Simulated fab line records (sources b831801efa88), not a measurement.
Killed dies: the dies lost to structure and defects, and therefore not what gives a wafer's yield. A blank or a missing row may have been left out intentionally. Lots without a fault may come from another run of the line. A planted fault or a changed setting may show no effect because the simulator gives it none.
Matching of chambers :: flow sky130 :: SKY_VIA4_CMP_02 on cmp-01 has 4 sister chambers
The step polishes SiO2. 4 wafers are shown with their chamber, then 7 later ones without.

WAFERS WITH THEIR CHAMBER
wafer: L193.4
chamber: 3
motor_current_A (A): 11.7

wafer: L195.3
chamber: 0
motor_current_A (A): 13.9

wafer: L195.6
chamber: 1
motor_current_A (A): 12.8

wafer: L196.5
chamber: 2
motor_current_A (A): 11.4

WAFERS WHOSE CHAMBER IS MISSING
wafer: L196.6
motor_current_A (A): 13.2

wafer: L200.1
motor_current_A (A): 12.0

wafer: L200.4
motor_current_A (A): 13.2

wafer: L200.5
motor_current_A (A): 13.2

wafer: L201.1
motor_current_A (A): 13.6

wafer: L201.2
motor_current_A (A): 12.1

wafer: L201.3
motor_current_A (A): 11.8

WHICH CHAMBER EACH ONE RAN IN
wafer: L196.6
from the rows above: can't be placed: 1 or 0
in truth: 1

wafer: L200.1
from the rows above: can't be placed: 3 or 2 or 1
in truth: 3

wafer: L200.4
from the rows above: can't be placed: 1 or 0
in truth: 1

wafer: L200.5
from the rows above: can't be placed: 1 or 0
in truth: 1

wafer: L201.1
from the rows above: can't be placed: 0 or 1
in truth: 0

wafer: L201.2
from the rows above: can't be placed: 3 or 2 or 1
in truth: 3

wafer: L201.3
from the rows above: can't be placed: 3 or 2
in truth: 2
Correct placement for 0 of the 7. From these rows, 7 cannot be placed; in 7 the true chamber is one of the candidates. Placed wrongly: 0.
How it was worked out, from the rows above alone: a wafer's distance from a chamber is the root of the sum, over the readings, of the square of ((its reading less the chamber's mean) divided by the reading's scatter). If the next closest chamber is less than 2 further off than the closest, the wafer can't be placed; otherwise it belongs to the closest. Each chamber's mean is taken over the wafers shown for it. The scatter (one wafer shown for each chamber): square how far every hidden wafer sits from the nearest shown wafer, average those squares and take the square root.
